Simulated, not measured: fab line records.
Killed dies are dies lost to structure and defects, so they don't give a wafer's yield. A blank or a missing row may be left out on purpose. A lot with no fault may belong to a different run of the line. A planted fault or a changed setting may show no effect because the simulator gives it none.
fab line records	flow sky130
record: lots: 6	wafers: 18	lastDay: 50
route steps=708 shown METAL3@533 CAPM@537 PAD_OPEN@708
lots with no fault: from the same line, run without faults
startH: start of the lot's first displayed wafer, in hours after the record's first day	waitH: hours since the lot's step before	" identical to the entry in the row above	L1.1+2: a row that stands for several wafers	- no value present, or no start provided	* or withheld: withheld	< > ~ a bound
route shown NAME@n: a module of which the file shows steps, and the number in the route of the first	usual: average and standard deviation across the fault-free wafers	same: alike in all rows	chamber/n: place in a boat	sites: per-site readings	_std_site: the standard deviation of these	_edge_site: mean of outer sites minus mean of inner sites	radiusMm: for every site, how far away it sits from the centre of the wafer	mask NAME#n: copy n	behind: the most recent tool/chamber to have shaped the wafer	hold: the reason the lot was held/the length of the hold in hours/how it ended	device: whichever transistor did not switch (one of n, p or np)	end of line: the route-end tests of the same wafers	step lacking rows: just its recipe	killed: at the first sort, the dies lost to defects and structure; wafer yield is something else	map: a wafer's dies, marking killed ones x, the rest . and places with no die _
set.NAME: setting as actually run; set.NAME@STEP: the setting as run at that earlier step	model.NAME: the simulator's own value behind a step, which no gauge read
certain route steps with their lots: each step a table, each wafer a row
services: from which hour (startH, from the record's first day; less than 0 if before it) a tool's chamber was out of use, for how many hours, and why
== steps ==
step: SKY_METAL3_SPUTTER_01
recipe: material: TiN	targetThkNm: 20	powerW: 6500	timeS: 16.7	chamberPressurePa: 0.4
usual: throttleValvePct: 29.8/0.85
same: timeS: 16.7
lot.wafer	tool	chamber	startH	waitH	throttleValvePct
L661.1	pvdSputter-03	-	867.55	0.0	28.1
L661.2	"	-	"	"	29.2
L661.6	"	-	"	"	28.5
L672.1	pvdSputter-04	-	936.93	0.0	30.2
L672.4	"	-	"	"	29.9
L672.5	"	-	"	"	30.3
L673.2	pvdSputter-02	-	948.93	0.0	30.1
L673.3	"	-	"	"	30.4
L673.4	"	-	"	"	30.6
L677.1	pvdSputter-03	-	972.53	0.0	29.1
L677.2	"	-	"	"	30.3
L677.6	"	-	"	"	28.7
L681.2	pvdSputter-03	-	1001.89	0.0	28.2
L681.3	"	-	"	"	29.5
L681.5	"	-	"	"	28.3
L680.2	pvdSputter-03	-	1005.83	0.0	28.2
L680.3	"	-	"	"	29.2
L680.5	"	-	"	"	28.8
step: SKY_METAL3_SPUTTER_02
recipe: material: AlCu	targetThkNm: 735	powerW: 10600	timeS: 39.1	chamberPressurePa: 0.4
step: SKY_METAL3_SPUTTER_03
recipe: material: Ti	targetThkNm: 5	powerW: 3000	timeS: 3.3	chamberPressurePa: 0.4
usual: throttleValvePct: 29.8/0.84
same: timeS: 3.3
lot.wafer	tool	chamber	startH	waitH	throttleValvePct
L661.1	pvdSputter-03	-	867.61	0.0	28.3
L661.2	"	-	"	"	29.1
L661.6	"	-	"	"	28.3
L672.1	pvdSputter-04	-	937.00	0.0	30.2
L672.4	"	-	"	"	29.8
L672.5	"	-	"	"	30.0
L673.2	pvdSputter-02	-	949.00	0.0	30.0
L673.3	"	-	"	"	30.3
L673.4	"	-	"	"	30.6
L677.1	pvdSputter-03	-	972.60	0.0	29.1
L677.2	"	-	"	"	30.1
L677.6	"	-	"	"	28.2
L681.2	pvdSputter-03	-	1001.95	0.0	28.6
L681.3	"	-	"	"	29.4
L681.5	"	-	"	"	28.2
L680.2	pvdSputter-03	-	1005.89	0.0	28.0
L680.3	"	-	"	"	29.2
L680.5	"	-	"	"	28.9
step: SKY_METAL3_SPUTTER_04
recipe: material: TiN	targetThkNm: 70	powerW: 6500	timeS: 58.3	chamberPressurePa: 0.4
usual: throttleValvePct: 29.8/0.84
same: timeS: 58.3
lot.wafer	tool	chamber	startH	waitH	throttleValvePct
L661.1	pvdSputter-03	-	867.63	0.0	28.1
L661.2	"	-	"	"	29.0
L661.6	"	-	"	"	28.5
L672.1	pvdSputter-04	-	937.02	0.0	29.9
L672.4	"	-	"	"	30.0
L672.5	"	-	"	"	29.9
L673.2	pvdSputter-02	-	949.02	0.0	30.0
L673.3	"	-	"	"	30.4
L673.4	"	-	"	"	30.7
L677.1	pvdSputter-03	-	972.62	0.0	29.1
L677.2	"	-	"	"	30.1
L677.6	"	-	"	"	28.3
L681.2	pvdSputter-03	-	1001.97	0.0	28.3
L681.3	"	-	"	"	29.4
L681.5	"	-	"	"	28.4
L680.2	pvdSputter-03	-	1005.91	0.0	28.2
L680.3	"	-	"	"	29.4
L680.5	"	-	"	"	28.9
step: SKY_CAPM_CVD_00
recipe: material: SiO2	targetThkNm: 15.5	tempC: 400	timeS: withheld	rfW: 450
usual: heaterPowerW: 765/120
lot.wafer	tool	chamber	startH	waitH	heaterPowerW
L661.1	pecvd-03	0	867.68	0.0	833
L661.2	"	1	"	"	874
L661.6	"	0	"	"	857
L672.1	pecvd-03	1	937.07	0.0	890
L672.4	"	0	"	"	893
L672.5	"	2	"	"	720
L673.2	pecvd-03	2	949.06	0.0	670
L673.3	"	1	"	"	884
L673.4	"	2	"	"	668
L677.1	pecvd-03	2	972.67	0.0	676
L677.2	"	0	"	"	786
L677.6	"	1	"	"	1010
L681.2	pecvd-04	2	1002.02	0.0	712
L681.3	"	0	"	"	703
L681.5	"	1	"	"	581
L680.2	pecvd-01	2	1005.96	0.0	724
L680.3	"	2	"	"	722
L680.5	"	0	"	"	741
step: SKY_CAPM_THK_MEAS_01
recipe: reads: SiO2_of_CAPM_CVD_00
usual: CAPM_CVD_00_THK: 15.47/0.19
lot.wafer	tool	chamber	startH	waitH	CAPM_CVD_00_THK[nm]
L661.1	filmMetro-04	-	867.71	-	14.97
L661.2	"	-	"	"	15.14
L661.6	"	-	"	"	15.29
L672.1	filmMetro-02	-	937.09	-	15.30
L672.4	"	-	"	"	15.58
L672.5	"	-	"	"	15.83
L673.2	filmMetro-04	-	949.10	-	15.77
L673.3	"	-	"	"	15.52
L673.4	"	-	"	"	15.79
L677.1	filmMetro-03	-	972.69	-	15.47
L677.2	"	-	"	"	15.73
L677.6	"	-	"	"	15.70
L681.2	filmMetro-04	-	1002.05	-	15.31
L681.3	"	-	"	"	15.22
L681.5	"	-	"	"	15.47
L680.2	filmMetro-04	-	1006.00	-	15.24
L680.3	"	-	"	"	15.46
L680.5	"	-	"	"	15.56
step: SKY_CAPM_SPUTTER_02
recipe: material: TiN	targetThkNm: 200	tempC: 300	powerW: 6500	timeS: 174.7	chamberPressurePa: 0.4
usual: throttleValvePct: 30.0/0.83
same: timeS: 174.7
lot.wafer	tool	chamber	startH	waitH	throttleValvePct
L661.1	pvdSputter-02	-	867.77	0.1	30.2
L661.2	"	-	"	"	31.5
L661.6	"	-	"	"	31.5
L672.1	pvdSputter-02	-	937.15	0.1	30.2
L672.4	"	-	"	"	30.1
L672.5	"	-	"	"	30.2
L673.2	pvdSputter-04	-	949.15	0.0	30.5
L673.3	"	-	"	"	29.4
L673.4	"	-	"	"	30.4
L677.1	pvdSputter-01	-	972.75	0.1	29.8
L677.2	"	-	"	"	29.6
L677.6	"	-	"	"	28.7
L681.2	pvdSputter-01	-	1002.10	0.0	29.6
L681.3	"	-	"	"	30.9
L681.5	"	-	"	"	29.8
L680.2	pvdSputter-01	-	1006.05	0.0	29.1
L680.3	"	-	"	"	30.9
L680.5	"	-	"	"	30.9
step: SKY_CAPM_RS_MEAS_03
recipe: thkMeasGauge: four-point-probe	reads: TiN_of_CAPM_SPUTTER_02
usual: CAPM_TIN_RS: 6.57/0.066
lot.wafer	tool	chamber	startH	waitH	CAPM_TIN_RS[ohm/sq]
L661.1	filmMetro-03	-	867.88	0.1	6.58
L661.2	"	-	"	"	6.65
L661.6	"	-	"	"	6.67
L672.1	filmMetro-03	-	937.26	0.1	6.56
L672.4	"	-	"	"	6.58
L672.5	"	-	"	"	6.57
L673.2	filmMetro-04	-	949.28	0.1	6.76
L673.3	"	-	"	"	6.63
L673.4	"	-	"	"	6.71
L677.1	filmMetro-03	-	972.86	0.1	6.57
L677.2	"	-	"	"	6.56
L677.6	"	-	"	"	6.59
L681.2	filmMetro-02	-	1002.23	0.1	6.58
L681.3	"	-	"	"	6.57
L681.5	"	-	"	"	6.58
L680.2	filmMetro-02	-	1006.18	0.1	6.52
L680.3	"	-	"	"	6.54
L680.5	"	-	"	"	6.54
step: SKY_CAPM_THK_MEAS_04
recipe: thkMeasGauge: xrf	reads: TiN_of_CAPM_SPUTTER_02
usual: CAPM_TIN_THK: 213.9/2.7
lot.wafer	tool	chamber	startH	waitH	CAPM_TIN_THK[nm]
L661.1	filmMetro-03	-	868.00	0.1	214.7
L661.2	"	-	"	"	213.5
L661.6	"	-	"	"	211.9
L672.1	filmMetro-03	-	937.38	0.1	215.6
L672.4	"	-	"	"	214.8
L672.5	"	-	"	"	213.7
L673.2	filmMetro-04	-	949.39	0.1	211.8
L673.3	"	-	"	"	214.4
L673.4	"	-	"	"	212.7
L677.1	filmMetro-03	-	972.98	0.1	215.1
L677.2	"	-	"	"	214.3
L677.6	"	-	"	"	214.0
L681.2	filmMetro-02	-	1002.34	0.1	212.3
L681.3	"	-	"	"	213.9
L681.5	"	-	"	"	211.3
L680.2	filmMetro-02	-	1006.29	0.1	214.1
L680.3	"	-	"	"	213.7
L680.5	"	-	"	"	212.2
step: SKY_CAPM_DEHYDRATE_05
recipe: tempC: 200	timeS: 60
step: SKY_CAPM_HMDS_06
recipe: primeTimeS: 60	primeTempC: 120
step: SKY_CAPM_COAT_07
recipe: resist: NOVOLAK	spinRpm: 3000	resistThkNm: 1140
step: SKY_CAPM_SOFTBAKE_08
recipe: tempC: 90	timeS: 60	resist: NOVOLAK
usual: exhaustPa: 45.1/0.78	heaterPowerTotalW: 56.60/0.046	plateTempC: 90.02/0.13
same: timeS: 60
lot.wafer	tool	chamber	startH	waitH	exhaustPa	heaterPowerTotalW	plateTempC	model.NOVOLAK_of_CAPM_COAT_07.thkNm
L661.1	lithoTrack-03	0	880.10	0.1	44.3	56.59	90.06	1141
L661.2	"	0	"	"	45.3	56.60	90.12	1136
L661.6	"	0	"	"	46.2	56.65	90.10	1139
L672.1	lithoTrack-03	0	949.30	0.1	46.3	58.33	91.84	1130
L672.4	"	0	"	"	44.9	58.48	91.83	1133
L672.5	"	0	"	"	45.9	58.46	91.88	1132
L673.2	lithoTrack-03	0	961.17	0.1	45.9	58.50	91.99	1134
L673.3	"	0	"	"	45.4	58.41	92.01	1134
L673.4	"	0	"	"	44.2	58.52	92.02	1133
L677.1	lithoTrack-02	0	984.03	0.1	46.2	56.59	89.82	1142
L677.2	"	0	"	"	44.5	56.57	90.03	1138
L677.6	"	0	"	"	45.1	56.52	90.14	1138
L681.2	lithoTrack-04	0	1013.12	0.1	45.2	56.59	89.98	1137
L681.3	"	0	"	"	46.2	56.67	89.93	1140
L681.5	"	0	"	"	45.6	56.52	89.89	1137
L680.2	lithoTrack-02	0	1016.60	0.1	43.9	56.60	90.19	1143
L680.3	"	0	"	"	45.4	56.66	90.03	1147
L680.5	"	0	"	"	45.1	56.58	90.00	1141
step: SKY_CAPM_EXPOSE_09
recipe: maskId: CAPM	na: 0.6	sourceShape: conventional	sigmaOuter: 0.6	polarization: unpolarized	targetCdNm: 1000	doseMj: 159
step: SKY_CAPM_PEB_10
recipe: tempC: withheld	timeS: *	resist: NOVOLAK
step: SKY_CAPM_DEVELOP_11
recipe: resist: NOVOLAK	developer: TMAH	developTimeS: 60	devTempC: 23
step: SKY_CAPM_OVL_MEAS_12
usual: CAPM_OVL: 1.0/1.6
lot.wafer	tool	chamber	startH	waitH	CAPM_OVL[nm]
L661.1	overlay-01	-	892.75	0.1	3.7
L661.2	"	-	"	"	3.8
L661.6	"	-	"	"	4.6
L672.1	overlay-01	-	961.60	0.1	2.2
L672.4	"	-	"	"	-2.1
L672.5	"	-	"	"	-0.1
L673.2	overlay-01	-	973.35	0.1	-2.1
L673.3	"	-	"	"	0.2
L673.4	"	-	"	"	1.3
L677.1	overlay-02	-	996.24	0.1	1.8
L677.2	"	-	"	"	1.6
L677.6	"	-	"	"	1.8
L681.2	overlay-02	-	1024.30	0.1	-0.4
L681.3	"	-	"	"	0.9
L681.5	"	-	"	"	1.8
L680.2	overlay-01	-	1027.95	0.1	-1.6
L680.3	"	-	"	"	-1.2
L680.5	"	-	"	"	-2.3
step: SKY_CAPM_METAL_ETCH_13
recipe: targetDepthNm: 220	stopOn: SiO2	chemistry: Cl2/BCl3	target: TiN	pressureMtorr: 10	icpW: 900	biasW: 48.5	Cl2_flow_sccm: 60	bcl3FlowSccm: 30	timeS: 62.9
usual: drypumpMotorCurrentA: 5.47/0.16	oesProductAu: 0.969/0.0067	throttleValvePct: 21.883/0.0098
same: timeS: 62.9
lot.wafer	tool	chamber	startH	waitH	drypumpMotorCurrentA	oesProductAu	rfHoursCounterH	throttleValvePct	model.NOVOLAK_of_CAPM_COAT_07.thkNm
L661.1	rieMetal-02	1	892.78	0.0	5.73	0.963	7	21.877	994.7
L661.2	"	0	"	"	5.41	0.954	11	21.901	986
L661.6	"	0	"	"	5.40	0.965	-	21.900	988.8
L672.1	rieMetal-03	0	961.63	0.0	5.21	0.969	17	21.895	982.4
L672.4	"	1	"	"	5.50	0.971	-	21.885	988.2
L672.5	"	1	"	"	5.50	0.970	-	21.887	985.7
L673.2	rieMetal-03	0	973.38	0.0	5.21	0.964	17	21.899	987.8
L673.3	"	1	"	"	5.51	0.966	-	21.886	990.1
L673.4	"	0	"	"	5.23	0.953	-	21.879	986.9
L677.1	rieMetal-04	0	996.28	0.0	5.66	0.974	21	21.872	994.5
L677.2	"	1	"	"	5.51	0.976	5	21.898	988
L677.6	"	0	"	"	5.64	0.973	-	21.888	991.6
L681.2	rieMetal-02	1	1024.33	0.0	5.72	0.968	13	21.872	988.3
L681.3	"	1	"	"	5.71	0.962	-	21.897	992
L681.5	"	0	"	"	5.40	0.964	-	21.894	986.4
L680.2	rieMetal-02	1	1027.98	0.0	5.73	0.971	13	21.873	993.5
L680.3	"	0	"	"	5.40	0.976	-	21.884	996.7
L680.5	"	0	"	"	5.41	0.971	-	21.891	990.6
step: SKY_CAPM_STRIP_14
recipe: chemistry: O2/N2	powerW: 1400	pressureMtorr: 1500	platenTempC: withheld	o2FlowSccm: 3000	n2FlowSccm: 300	overashFraction: 0.5
step: SKY_PAD_OPEN_PROBE_99
usual: defectLimitedYield: 82.3/2.1	killed_at_M0_to_M3: 43/7.4	killed_at_M4_up: 3.1/1.8	killedAtContacts: 26/5.6	killedAtFrontEnd: 15/4.9	killedAtOther: 0.2/0.44	killedDies: 87/10	killedOpen: 48/7.6	killedShort: 39/6.2	sort_bin_3_pad_short: 0.9/0.43	sort_bin_5_function: 10.5/1.5	sort_bin_6_memory: 6.3/1.2	sortNPass: 405/10	sortYieldPct: 82.3/2.1
same: grossDies: 492	killedAtBackSide: 0	sort_bin_4_leakage[%]: 0	sort_bin_8_speed[%]: 0
lot.wafer	tool	chamber	startH	waitH	defectLimitedYield[%]	killed_at_M0_to_M3	killed_at_M4_up	killedAtContacts	killedAtFrontEnd	killedAtOther	killedDies	killedOpen	killedShort	sort_bin_3_pad_short[%]	sort_bin_5_function[%]	sort_bin_6_memory[%]	sortNPass	sortYieldPct[%]
L661.1	prober-01	-	1087.01	0.1	80.9	42	6	26	19	1	94	54	40	1.4	10.6	7.1	398	80.9
L661.2	prober-01	-	1087.06	0.1	80.1	54	1	28	15	0	98	55	43	0.6	11.6	7.7	394	80.1
L661.6	prober-01	-	1087.26	0.2	81.5	43	3	29	15	1	91	49	42	1.6	10.0	6.9	401	81.5
L672.1	prober-01	-	1144.95	0.1	83.5	52	5	14	10	0	81	49	28	1.0	10.0	5.5	411	83.5
L672.4	prober-01	-	1145.10	0.2	84.1	47	3	18	10	0	78	36	42	0.6	8.3	6.9	414	84.1
L672.5	prober-01	-	1145.15	0.2	84.6	41	3	24	7	1	76	47	29	0.6	9.6	5.3	416	84.6
L677.1	prober-02	-	1169.16	0.1	80.7	45	3	33	14	0	95	59	36	0.2	11.4	7.7	397	80.7
L677.6	prober-02	-	1169.41	0.2	80.3	50	4	20	23	0	97	53	44	1.2	11.0	7.5	395	80.3
L681.2	prober-01	-	1189.49	0.1	83.9	36	9	25	9	0	79	41	38	0.8	9.3	5.9	413	83.9
L681.3	prober-01	-	1189.54	0.2	79.3	43	5	38	16	0	102	49	53	1.4	12.6	6.7	390	79.3
L681.5	prober-01	-	1189.64	0.2	80.1	46	2	36	14	0	98	64	34	1.0	10.0	8.9	394	80.1
killed by level:class
L661.1 VIA1:geometricParticle:open=11 CONTACT:geometricParticle:open=10 VIA2:geometricParticle:open=7 LI_CONTACT:geometricParticle:open=6 VIA3:geometricParticle:open=6 FIELD_ISO:geometricParticle:open=5 LOCAL_INTERCONNECT:geometricParticle:short=5 METAL2:geometricParticle:short=5
L661.2 VIA1:geometricParticle:open=11 LI_CONTACT:geometricParticle:open=9 CONTACT:geometricParticle:open=9 VIA3:geometricParticle:open=8 METAL2:geometricParticle:short=7 VIA2:geometricParticle:open=6 POLY_GATE:geometricParticle:short=4 VIA2:geometricParticle:short=4
L661.6 VIA1:geometricParticle:open=11 LI_CONTACT:geometricParticle:open=9 CONTACT:geometricParticle:open=9 POLY_GATE:geometricParticle:short=6 CONTACT:geometricParticle:short=6 METAL1:geometricParticle:short=5 POLY_GATE:geometricParticle:open=4 VIA2:geometricParticle:short=4
L672.1 VIA2:geometricParticle:open=11 VIA1:geometricParticle:open=10 CONTACT:geometricParticle:open=7 METAL1:geometricParticle:short=5 METAL2:geometricParticle:short=5 VIA3:geometricParticle:open=5 METAL4:geometricParticle:short=4 VIA1:areaEtch=4
L672.4 VIA2:geometricParticle:open=9 VIA1:geometricParticle:open=8 LI_CONTACT:geometricParticle:open=5 LOCAL_INTERCONNECT:geometricParticle:short=5 METAL1:geometricParticle:short=5 VIA1:geometricParticle:short=5 METAL2:geometricParticle:short=5 FIELD_ISO:geometricParticle:short=4
L672.5 VIA1:geometricParticle:open=13 CONTACT:geometricParticle:open=9 LI_CONTACT:geometricParticle:open=6 VIA1:geometricParticle:short=6 VIA2:geometricParticle:open=6 VIA3:geometricParticle:open=6 FIELD_ISO:geometricParticle:open=3 LI_CONTACT:geometricParticle:short=3
L677.1 CONTACT:geometricParticle:open=15 VIA2:geometricParticle:open=10 VIA1:geometricParticle:open=8 VIA3:geometricParticle:open=7 LI_CONTACT:geometricParticle:open=6 CONTACT:geometricParticle:short=5 VIA2:geometricParticle:short=5 LOCAL_INTERCONNECT:geometricParticle:short=4
L677.6 VIA1:geometricParticle:open=15 FIELD_ISO:geometricParticle:open=9 METAL1:geometricParticle:short=7 SPACER:geometricParticle:short=6 CONTACT:geometricParticle:open=6 VIA3:geometricParticle:open=6 LI_CONTACT:geometricParticle:open=5 CONTACT:geometricParticle:short=5
L681.2 METAL2:geometricParticle:short=8 METAL4:geometricParticle:short=8 LI_CONTACT:geometricParticle:open=7 VIA1:geometricParticle:open=7 CONTACT:geometricParticle:open=6 CONTACT:geometricParticle:short=5 VIA3:geometricParticle:open=5 VIA3:geometricParticle:short=4
L681.3 CONTACT:geometricParticle:open=11 LI_CONTACT:geometricParticle:open=9 CONTACT:geometricParticle:short=9 METAL3:geometricParticle:short=6 VIA2:geometricParticle:open=6 POLY_GATE:geometricParticle:short=5 LI_CONTACT:geometricParticle:short=5 METAL1:geometricParticle:short=5
L681.5 LI_CONTACT:geometricParticle:open=13 CONTACT:geometricParticle:open=13 VIA1:geometricParticle:open=9 VIA2:geometricParticle:open=9 VIA1:geometricParticle:short=8 VIA3:geometricParticle:open=7 FIELD_ISO:geometricParticle:open=5 CONTACT:geometricParticle:short=5
== services ==
tool	chamber	startH	hours	kind
rieMetal-04	-	844.59	1.9	repair
pvdSputter-01	-	847.18	9.9	repair
rieMetal-04	-	866.96	0.1	repair
pecvd-01	-	874.24	2.8	pm
pecvd-04	-	879.47	2.7	repair
pvdSputter-02	-	882.23	5.3	repair
rieMetal-03	0	892.96	24.6	repair
pvdSputter-01	-	908.48	6.3	repair
rieMetal-03	-	910.28	0.4	repair
rieMetal-02	1	917.19	34.6	repair
pvdSputter-01	-	928.45	2.9	repair
rieMetal-03	-	931.29	1.4	pm
pvdSputter-01	-	935.12	4.5	repair
pecvd-01	-	943.99	6.9	repair
rieMetal-04	-	957.90	1.4	pm
pvdSputter-03	-	966.55	3.4	repair
pecvd-03	2	982.20	17.6	repair
pecvd-03	0	992.09	3.8	repair
rieMetal-03	-	1001.81	2.8	pm
pvdSputter-02	-	1005.81	5.8	repair
pecvd-04	-	1009.33	0.8	repair
rieMetal-04	-	1009.38	4.3	pm
pecvd-01	-	1013.58	0.6	repair
pvdSputter-04	-	1020.83	1.3	repair
== key ==
firstSign: step: SKY_CAPM_SOFTBAKE_08	reading: heaterPowerTotalW	direction: up	sigmas: 41	usual: *	struck: *
effect: step: SKY_CAPM_SOFTBAKE_08	reading: plateTempC	direction: up	sigmas: 14	usual: *	struck: *
modelEffect: step: SKY_CAPM_SOFTBAKE_08	value: NOVOLAK_of_CAPM_COAT_07.thkNm	without: 1139	struck: 1133
modelEffect: step: SKY_CAPM_METAL_ETCH_13	value: NOVOLAK_of_CAPM_COAT_07.thkNm	without: 993.3	struck: 986.8
metAt SKY_CAPM_SOFTBAKE_08
struckWafers L672.1,L672.4,L672.5,L673.2,L673.3,L673.4
onsetBetween 880.10 949.30
fault: kind: processParameterDrift	tool: lithoTrack-03	chamber: -	onsetH: 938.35	steps: SKY_CAPM_SOFTBAKE_08	channel: tempC	offset: *	shape: step	endH: 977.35	actsIn: *	stated: *
